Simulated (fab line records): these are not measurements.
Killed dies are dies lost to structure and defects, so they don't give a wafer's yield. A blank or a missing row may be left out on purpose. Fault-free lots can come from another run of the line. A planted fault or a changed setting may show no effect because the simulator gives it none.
fab line records	flow sky130
[record] lots = 7	wafers = 21	last-day = 49
route steps=708 shown PWDE@54 NWELL@56 PAD_OPEN@708
lots untouched by any fault: they come from a run of this same line in which no faults occurred
start-h: start of the lot's first displayed wafer, in hours after the record's first day	wait-h: time in hours since the lot's previous step	" unchanged from the row above	L1.1+2: one row covering several wafers at once	- value missing, or start not given	* or withheld: withheld	< > ~ a bound
route shown NAME@n: names a module that has steps shown in the file, with the first one's number in the route	usual: the fault-free wafers' mean and standard deviation	same: alike in all rows	chamber/n: place in a boat	sites: readings site by site	_std_site: the standard deviation of these	_edge_site: inner sites' mean taken away from outer sites' mean	radius-mm: how far each site lies from the wafer's centre	mask NAME#n: copy n	behind: tool/chamber where the wafer was last shaped	hold: reason for holding the lot/hours on hold/outcome of the hold	device: the n, p or np transistor that did not switch	end of line: the same wafers' tests at the end of the route	where a step has no rows: the recipe by itself	killed: the dies lost at the first sort to structure and to defects; this is not the yield of the wafer	map: per-die view of a wafer (x killed, . not killed, _ where there is no die)
set.NAME: setting as actually run; set.NAME@STEP: the setting as run at that earlier step	model.NAME: the simulator's own value behind a step, which no gauge read
a table for each step, a row for each wafer; lots at some steps of the route
services: a tool's chamber out of use, with start hour (start-h, from the record's first day; less than 0 if before it), hours out, and reason
[[steps]]
[step SKY_PWDE_STRIP_09]
[recipe] chemistry = O2/N2	power-w = 1400	pressure-mtorr = 1500	platen-temp-c = withheld	o2-flow-sccm = 3000	n2-flow-sccm = 300	overash-fraction = 0.5
[usual] drypump-motor-current-A = 5.5/0.4	oes-product-au = 0.722/0.0047	strip-time-to-endpoint-s = 36.95/0.11
lot.wafer	tool	chamber	start-h	wait-h	drypump-motor-current-A	oes-product-au	rf-hours-counter-h	strip-time-to-endpoint-s
L969.1	plasma-asher-02	0	73.96	0.1	5.3	0.731	38	37.00
L969.2	"	1	"	"	5.9	0.717	38	36.83
L969.4	"	1	"	"	5.9	0.729	-	37.00
L970.3	plasma-asher-02	0	80.96	0.1	5.3	0.725	-	36.96
L970.4	"	1	"	"	5.9	0.722	-	37.08
L970.6	"	0	"	"	5.3	0.726	-	36.95
L972.1	plasma-asher-01	0	98.48	0.1	5.9	0.723	29	36.97
L972.2	"	1	"	"	5.1	0.717	29	37.07
L972.4	"	1	"	"	5.1	0.724	-	37.11
L976.2	plasma-asher-01	1	115.83	0.1	5.1	0.721	31	36.90
L976.4	"	1	"	"	5.1	0.729	-	36.80
L976.6	"	0	"	"	5.9	0.727	-	36.94
L981.4	plasma-asher-02	0	157.34	0.1	5.2	0.721	-	36.81
L981.5	"	0	"	"	5.2	0.728	-	36.95
L981.6	"	1	"	"	5.9	0.725	-	36.81
L982.1	plasma-asher-04	0	166.63	0.1	5.9	0.717	47	36.91
L982.2	"	1	"	"	5.0	0.716	47	37.10
L982.4	"	1	"	"	5.0	0.718	-	36.98
L983.1	plasma-asher-04	1	169.31	0.1	5.0	0.725	47	37.01
L983.2	"	0	"	"	6.0	0.727	47	36.82
L983.4	"	1	"	"	5.0	0.723	-	36.94
[step SKY_PWDE_TW_MEAS_10]
[usual] PWDE_TW = 375/4.7
lot.wafer	tool	chamber	start-h	wait-h	PWDE_TW
L969.1	film-metro-04	-	74.06	0.1	371
L969.2	"	-	"	"	370
L969.4	"	-	"	"	370
L970.3	film-metro-02	-	81.05	0.1	376
L970.4	"	-	"	"	376
L970.6	"	-	"	"	374
L972.1	film-metro-03	-	98.58	0.1	377
L972.2	"	-	"	"	377
L972.4	"	-	"	"	378
L976.2	film-metro-03	-	115.94	0.1	378
L976.4	"	-	"	"	379
L976.6	"	-	"	"	378
L981.4	film-metro-02	-	157.44	0.1	380
L981.5	"	-	"	"	380
L981.6	"	-	"	"	379
L982.1	film-metro-03	-	166.73	0.1	377
L982.2	"	-	"	"	374
L982.4	"	-	"	"	376
L983.1	film-metro-04	-	169.41	0.1	368
L983.2	"	-	"	"	369
L983.4	"	-	"	"	368
[step SKY_NWELL_DEHYDRATE_03]
[recipe] temp-c = 200	time-s = 60
[step SKY_NWELL_HMDS_04]
[recipe] prime-time-s = 60	prime-temp-c = 120
[step SKY_NWELL_COAT_05]
[recipe] spin-rpm = 2000	resist-thk-nm = 3000
[step SKY_NWELL_SOFTBAKE_06]
[recipe] temp-c = 110	time-s = withheld
[step SKY_NWELL_EXPOSE_07]
[recipe] mask-id = NWM	na = 0.6	source-shape = conventional	sigma-outer = 0.6	polarization = unpolarized	target-cd-nm = 840	dose-mj = 255
[step SKY_NWELL_PEB_08]
[recipe] temp-c = 115	time-s = withheld
[step SKY_NWELL_DEVELOP_09]
[recipe] wall-angle-deg = 90	developer = TMAH	develop-time-s = 60	dev-temp-c = 23
[step SKY_NWELL_OVL_MEAS_10]
[usual] NWELL_00_OVL = 0.4/1.1
lot.wafer	tool	chamber	start-h	wait-h	NWELL_00_OVL[nm]
L969.1	overlay-02	-	91.23	-	2.0
L969.2	"	-	"	"	3.2
L969.4	"	-	"	"	2.8
L970.3	overlay-01	-	98.05	-	0.8
L970.4	"	-	"	"	-0.2
L970.6	"	-	"	"	0.7
L972.1	overlay-02	-	115.29	-	1.7
L972.2	"	-	"	"	-0.1
L972.4	"	-	"	"	0.4
L976.2	overlay-02	-	132.79	-	-0.8
L976.4	"	-	"	"	-2.2
L976.6	"	-	"	"	0.1
L981.4	overlay-02	-	176.89	-	0.5
L981.5	"	-	"	"	0.6
L981.6	"	-	"	"	0.9
L982.1	overlay-02	-	186.99	-	0.3
L982.2	"	-	"	"	1.8
L982.4	"	-	"	"	2.2
L983.1	overlay-02	-	190.54	-	-0.8
L983.2	"	-	"	"	-0.4
L983.4	"	-	"	"	0.4
[step SKY_NWELL_IMPLANT_11]
[recipe] species = P	energy-kev = 400	dose-cm2 = 1.934e+13	tilt-deg = withheld
[step SKY_NWELL_IMPLANT_12]
[recipe] species = P	energy-kev = 120	dose-cm2 = 1.3e+12	tilt-deg = withheld
[step SKY_NWELL_IMPLANT_13]
[recipe] species = P	energy-kev = 50	dose-cm2 = 7e+11	tilt-deg = withheld
[usual] end-station-pressure-torr = 5e-06/3.1e-07	implant-ion-amu = 31/0
lot.wafer	tool	chamber	start-h	wait-h	end-station-pressure-torr	implant-ion-amu	model.implant.rp-nm	model.implant.drp-nm
L969.1	implanter-04	0	91.56	0.1	5e-06	31	60.53	25.55
L969.2	"	0	"	"	5e-06	31	60.53	25.55
L969.4	"	0	"	"	4.9e-06	31	60.53	25.55
L970.3	implanter-04	0	98.43	0.1	5e-06	31	60.88	25.55
L970.4	"	0	"	"	4.9e-06	31	60.88	25.55
L970.6	"	0	"	"	4.9e-06	31	60.88	25.55
L972.1	implanter-03	0	115.70	0.1	4.9e-06	31	59.68	25.55
L972.2	"	0	"	"	4.8e-06	31	59.68	25.55
L972.4	"	0	"	"	5.4e-06	31	59.68	25.55
L976.2	implanter-04	0	133.14	0.1	5.2e-06	31	61.99	25.55
L976.4	"	0	"	"	5.6e-06	31	61.99	25.55
L976.6	"	0	"	"	4.9e-06	31	61.99	25.55
L981.4	implanter-04	0	177.29	0.1	4.3e-06	11	156.6	58.55
L981.5	"	0	"	"	5.3e-06	11	156.6	58.55
L981.6	"	0	"	"	5.3e-06	11	156.6	58.55
L982.1	implanter-04	0	187.33	0.1	4.7e-06	11	159.2	58.55
L982.2	"	0	"	"	5.6e-06	11	159.2	58.55
L982.4	"	0	"	"	5.3e-06	11	159.2	58.55
L983.1	implanter-01	0	190.88	0.1	4.1e-06	11	156.2	58.55
L983.2	"	0	"	"	5.3e-06	11	156.2	58.55
L983.4	"	0	"	"	5e-06	11	156.2	58.55
[step SKY_NWELL_STRIP_14]
[recipe] chemistry = O2/N2	power-w = 1400	pressure-mtorr = 1500	platen-temp-c = withheld	o2-flow-sccm = 3000	n2-flow-sccm = 300	overash-fraction = 0.5
[usual] drypump-motor-current-A = 5.6/0.45	oes-product-au = 0.722/0.0043	strip-time-to-endpoint-s = 36.88/0.08
lot.wafer	tool	chamber	start-h	wait-h	drypump-motor-current-A	oes-product-au	rf-hours-counter-h	strip-time-to-endpoint-s
L969.1	plasma-asher-04	0	91.71	0.1	5.9	0.721	39	36.74
L969.2	"	1	"	"	5.0	0.720	39	36.86
L969.4	"	0	"	"	5.9	0.719	-	36.88
L970.3	plasma-asher-04	0	98.56	0.1	5.9	0.721	-	36.88
L970.4	"	1	"	"	5.0	0.719	-	36.98
L970.6	"	1	"	"	4.9	0.725	-	36.85
L972.1	plasma-asher-03	1	115.85	0.1	5.7	0.723	44	36.83
L972.2	"	0	"	"	6.2	0.723	44	36.79
L972.4	"	1	"	"	5.7	0.721	-	36.76
L976.2	plasma-asher-04	0	133.27	0.1	5.9	0.717	44	36.75
L976.4	"	0	"	"	5.9	0.728	-	36.81
L976.6	"	0	"	"	5.9	0.721	-	36.88
L981.4	plasma-asher-04	0	177.39	0.1	5.9	0.719	-	36.98
L981.5	"	1	"	"	5.0	0.719	-	36.89
L981.6	"	0	"	"	6.0	0.722	-	36.91
L982.1	plasma-asher-04	1	187.48	0.1	5.0	0.724	49	37.04
L982.2	"	0	"	"	5.9	0.726	49	36.87
L982.4	"	1	"	"	4.9	0.713	-	36.99
L983.1	plasma-asher-04	1	191.03	0.1	5.0	0.728	49	36.88
L983.2	"	0	"	"	5.9	0.725	49	36.84
L983.4	"	0	"	"	5.9	0.722	-	36.86
[step SKY_NWELL_TW_MEAS_15]
[usual] NWELL_TW = 1834/27
lot.wafer	tool	chamber	start-h	wait-h	NWELL_TW
L969.1	film-metro-03	-	91.81	0.1	1842
L969.2	"	-	"	"	1835
L969.4	"	-	"	"	1826
L970.3	film-metro-04	-	98.65	0.1	1805
L970.4	"	-	"	"	1800
L970.6	"	-	"	"	1800
L972.1	film-metro-03	-	116.05	0.2	1857
L972.2	"	-	"	"	1850
L972.4	"	-	"	"	1841
L976.2	film-metro-03	-	133.38	0.1	1843
L976.4	"	-	"	"	1847
L976.6	"	-	"	"	1850
L981.4	film-metro-02	-	177.49	0.1	1850
L981.5	"	-	"	"	1851
L981.6	"	-	"	"	1844
L982.1	film-metro-04	-	187.58	0.1	1790
L982.2	"	-	"	"	1788
L982.4	"	-	"	"	1796
L983.1	film-metro-03	-	191.13	0.1	1848
L983.2	"	-	"	"	1850
L983.4	"	-	"	"	1857
[step SKY_NWELL_DEHYDRATE_16]
[recipe] temp-c = 200	time-s = 60
[step SKY_NWELL_HMDS_17]
[recipe] prime-time-s = 60	prime-temp-c = 120
[step SKY_NWELL_COAT_18]
[recipe] spin-rpm = 2000	resist-thk-nm = 3000
[step SKY_NWELL_SOFTBAKE_19]
[recipe] temp-c = 110	time-s = withheld
[step SKY_NWELL_EXPOSE_20]
[recipe] mask-id = NWM_COMPLEMENT	na = 0.6	source-shape = conventional	sigma-outer = 0.6	polarization = unpolarized	target-cd-nm = 840	dose-mj = 260
[step SKY_NWELL_PEB_21]
[recipe] temp-c = 115	time-s = withheld
[step SKY_NWELL_DEVELOP_22]
[recipe] wall-angle-deg = 90	developer = TMAH	develop-time-s = 60	dev-temp-c = 23
[step SKY_NWELL_OVL_MEAS_23]
[usual] NWELL_01_OVL = 0.7/1.1
lot.wafer	tool	chamber	start-h	wait-h	NWELL_01_OVL[nm]
L969.1	overlay-01	-	109.03	-	2.0
L969.2	"	-	"	"	0.7
L969.4	"	-	"	"	1.0
L970.3	overlay-01	-	115.24	-	0.1
L970.4	"	-	"	"	1.5
L970.6	"	-	"	"	1.7
L972.1	overlay-01	-	132.98	-	0.6
L972.2	"	-	"	"	0.9
L972.4	"	-	"	"	0.6
L976.2	overlay-01	-	152.94	-	0.1
L976.4	"	-	"	"	1.5
L976.6	"	-	"	"	0.6
L981.4	overlay-02	-	198.70	-	1.2
L981.5	"	-	"	"	2.8
L981.6	"	-	"	"	0.1
L982.1	overlay-02	-	208.38	-	2.2
L982.2	"	-	"	"	1.1
L982.4	"	-	"	"	3.7
L983.1	overlay-01	-	211.64	-	-0.1
L983.2	"	-	"	"	0.7
L983.4	"	-	"	"	-0.4
[step SKY_NWELL_IMPLANT_24]
[recipe] species = B	energy-kev = 140	dose-cm2 = 9.2e+12	tilt-deg = withheld
[step SKY_NWELL_STRIP_25]
[recipe] chemistry = O2/N2	power-w = 1400	pressure-mtorr = 1500	platen-temp-c = withheld	o2-flow-sccm = 3000	n2-flow-sccm = 300	overash-fraction = 0.5
[usual] drypump-motor-current-A = 5.7/0.42	oes-product-au = 0.723/0.0042	strip-time-to-endpoint-s = 36.88/0.077
lot.wafer	tool	chamber	start-h	wait-h	drypump-motor-current-A	oes-product-au	rf-hours-counter-h	strip-time-to-endpoint-s
L969.1	plasma-asher-03	0	109.21	0.1	6.2	0.721	43	37.06
L969.2	"	1	"	"	5.8	0.719	43	36.97
L969.4	"	0	"	"	6.2	0.722	-	36.93
L970.3	plasma-asher-03	1	115.45	0.1	5.7	0.719	-	36.87
L970.4	"	0	"	"	6.2	0.726	-	36.92
L970.6	"	1	"	"	5.7	0.721	-	36.84
L972.1	plasma-asher-01	0	133.16	0.1	5.9	0.719	34	36.91
L972.2	"	1	"	"	5.1	0.724	34	36.87
L972.4	"	0	"	"	5.9	0.720	-	36.89
L976.2	plasma-asher-01	0	153.12	0.1	5.9	0.717	35	36.89
L976.4	"	1	"	"	5.1	0.727	-	36.95
L976.6	"	0	"	"	5.9	0.721	-	36.90
L981.4	plasma-asher-04	1	198.90	0.1	5.0	0.724	-	36.90
L981.5	"	1	"	"	5.0	0.723	-	36.91
L981.6	"	0	"	"	5.9	0.726	-	36.94
L982.1	plasma-asher-01	0	208.57	0.1	5.9	0.716	41	36.99
L982.2	"	1	"	"	5.1	0.728	41	37.01
L982.4	"	1	"	"	5.1	0.719	-	36.96
L983.1	plasma-asher-01	1	211.83	0.1	5.1	0.723	41	36.84
L983.2	"	0	"	"	5.8	0.725	41	37.00
L983.4	"	0	"	"	5.8	0.723	-	36.84
[step SKY_NWELL_TW_MEAS_26]
[usual] NWELL_2_TW = 496/7
lot.wafer	tool	chamber	start-h	wait-h	NWELL_2_TW
L969.1	film-metro-03	-	109.31	0.1	501
L969.2	"	-	"	"	502
L969.4	"	-	"	"	502
L970.3	film-metro-03	-	115.54	0.1	501
L970.4	"	-	"	"	504
L970.6	"	-	"	"	506
L972.1	film-metro-04	-	133.26	0.1	487
L972.2	"	-	"	"	486
L972.4	"	-	"	"	485
L976.2	film-metro-04	-	153.23	0.1	489
L976.4	"	-	"	"	489
L976.6	"	-	"	"	488
L981.4	film-metro-04	-	199.00	0.1	486
L981.5	"	-	"	"	490
L981.6	"	-	"	"	489
L982.1	film-metro-04	-	208.67	0.1	492
L982.2	"	-	"	"	493
L982.4	"	-	"	"	494
L983.1	film-metro-02	-	211.93	0.1	501
L983.2	"	-	"	"	506
L983.4	"	-	"	"	505
[step SKY_NWELL_CLEAN_27]
[recipe] chemistry = SC1/SC2	mix = 1:4:20	temp-c = 70	time-s = 150	dry = n2-spin
[step SKY_NWELL_RTA_28]
[recipe] temp-c = 1050	time-s = 30	idle-temp-c = 650	ramp-up-c-per-s = 150	ramp-down-c-per-s = 90	ambient = N2
[usual] anneal-temp-c-max = 1056/3.4	lamp-power-pct = 25.30/0.055	wafer_temp_C_max = 1054.8/0.96
lot.wafer	tool	chamber	start-h	wait-h	anneal-temp-c-max	lamp-power-pct	wafer_temp_C_max
L969.1	rtp-anneal-01	0	109.42	0.0	1059	25.32	1055.1
L969.2	"	0	"	"	1058	25.33	1055.7
L969.4	"	0	"	"	1064	25.30	1056.0
L970.3	rtp-anneal-01	0	115.69	0.1	1060	25.24	1054.7
L970.4	"	0	"	"	1059	25.38	1055.1
L970.6	"	0	"	"	1062	25.30	1055.0
L972.1	rtp-anneal-01	0	133.37	0.0	1057	25.33	1054.0
L972.2	"	0	"	"	1056	25.22	1056.3
L972.4	"	0	"	"	1059	25.25	1054.3
L976.2	rtp-anneal-01	0	153.34	0.0	1060	25.24	1055.5
L976.4	"	0	"	"	1060	25.31	1056.6
L976.6	"	0	"	"	1058	25.26	1053.7
L981.4	rtp-anneal-02	0	199.13	0.1	1052	25.30	1053.9
L981.5	"	0	"	"	1053	25.29	1055.4
L981.6	"	0	"	"	1053	25.38	1056.1
L982.1	rtp-anneal-02	0	208.78	0.0	1053	25.26	1054.7
L982.2	"	0	"	"	1053	25.31	1054.8
L982.4	"	0	"	"	1053	25.23	1055.4
L983.1	rtp-anneal-02	0	212.04	0.0	1053	25.38	1056.3
L983.2	"	0	"	"	1052	25.30	1054.4
L983.4	"	0	"	"	1053	25.28	1057.0
[step SKY_NWELL_RS_MEAS_29]
[recipe] thk-meas-gauge = four-point-probe
[usual] NWELL_RS = 619.3/1.3
lot.wafer	tool	chamber	start-h	wait-h	NWELL_RS[ohm/sq]
L969.1	film-metro-04	-	109.52	0.1	619.5
L969.2	"	-	"	"	618.6
L969.4	"	-	"	"	618.7
L970.3	film-metro-04	-	115.80	0.1	619.9
L970.4	"	-	"	"	618.8
L970.6	"	-	"	"	620.9
L972.1	film-metro-02	-	133.47	0.1	619.3
L972.2	"	-	"	"	618.5
L972.4	"	-	"	"	618.8
L976.2	film-metro-04	-	153.45	0.1	618.8
L976.4	"	-	"	"	617.9
L976.6	"	-	"	"	619.9
L981.4	film-metro-03	-	199.24	0.1	-
L981.5	"	-	"	"	-
L981.6	"	-	"	"	-
L982.1	film-metro-02	-	208.88	0.1	-
L982.2	"	-	"	"	-
L982.4	"	-	"	"	-
L983.1	film-metro-03	-	212.14	0.1	-
L983.2	"	-	"	"	-
L983.4	"	-	"	"	-
[step SKY_PAD_OPEN_PROBE_99]
[usual] killed_at_M0_to_M3 = 44/7.6	killed_at_M4_up = 3.2/1.7	killed-at-contacts = 24/5.7	killed-at-front-end = 16/3.9	killed-at-other = 0.2/0.45	killed-dies = 87/9.5	killed-open = 47/6.9	killed-short = 40/5.8
[same] gross-dies = 492	killed-at-back-side = 0
lot.wafer	tool	chamber	start-h	wait-h	killed_at_M0_to_M3	killed_at_M4_up	killed-at-contacts	killed-at-front-end	killed-at-other	killed-dies	killed-open	killed-short
L983.1	prober-02	-	1174.47	0.1	41	6	33	19	0	99	51	48
L983.2	prober-02	-	1174.52	0.1	46	5	18	14	0	83	46	37
L983.4	prober-02	-	1174.62	0.2	36	3	26	21	0	86	45	41
// killed by level:class
L983.1 CONTACT:geometric-particle:open=11 VIA1:geometric-particle:open=11 VIA1:geometric-particle:short=8 LI_CONTACT:geometric-particle:short=6 LI_CONTACT:geometric-particle:open=6 CONTACT:geometric-particle:short=6 FIELD_ISO:geometric-particle:short=5 VIA3:geometric-particle:open=5
L983.2 VIA1:geometric-particle:open=10 CONTACT:geometric-particle:open=9 VIA2:geometric-particle:open=9 VIA1:geometric-particle:short=8 FIELD_ISO:geometric-particle:short=6 VIA3:geometric-particle:open=5 VIA3:geometric-particle:short=4 LI_CONTACT:geometric-particle:open=4
L983.4 CONTACT:geometric-particle:open=15 VIA1:geometric-particle:open=6 VIA3:geometric-particle:short=6 FIELD_ISO:geometric-particle:short=5 FIELD_ISO:geometric-particle:open=5 POLY_GATE:geometric-particle:open=5 VIA1:geometric-particle:short=4 VIA2:geometric-particle:short=4
[[services]]
tool	chamber	start-h	hours	kind
implanter-01	-	87.82	3.2	repair
implanter-01	-	96.88	1.0	repair
plasma-asher-04	-	100.58	1.7	repair
implanter-04	-	103.76	3.0	repair
plasma-asher-02	-	108.75	9.0	pm
plasma-asher-02	0	108.75	9.0	vent-cycle
plasma-asher-02	1	108.75	9.0	vent-cycle
rtp-anneal-02	-	112.56	3.3	pm
plasma-asher-02	-	117.75	14.6	pm
plasma-asher-02	0	117.75	-	clean
plasma-asher-02	1	117.75	-	clean
implanter-04	-	135.24	4.5	repair
plasma-asher-02	-	166.38	0.4	repair
implanter-03	-	168.81	1.9	repair
implanter-04	-	177.36	5.6	pm
plasma-asher-04	-	211.79	39.8	pm
[[key]]
[first-sign] step = SKY_NWELL_IMPLANT_13	reading = implant-ion-amu	direction = down	sigmas = 99+	usual = 31	struck = 11
[effect] step = SKY_NWELL_RS_MEAS_29	reading = NWELL_RS	direction = missing
[model-effect] step = SKY_NWELL_IMPLANT_13	value = implant.rp-nm	without = 59.39	struck = 157.3
met-at SKY_NWELL_IMPLANT_13
struck-wafers L981.4,L981.5,L981.6,L982.1,L982.2,L982.4,L983.1,L983.2,L983.4
tester-left-out L981,L982,L983
onset-between 133.14 177.29
[fault] kind = wrong-recipe-download	tool = implanter-01,implanter-03,implanter-04	chamber = -	onset-h = 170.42	steps = SKY_NWELL_IMPLANT_13	wrong-recipe.not-listed = 1
// tester-left-out: of these lots the tester's yield and bins aren't shown, on N5 and GAA mostly nor the transistor test; their killed dies are dies lost to structure and defects alone, not to doping, threshold or leakage, so they don't give the yield
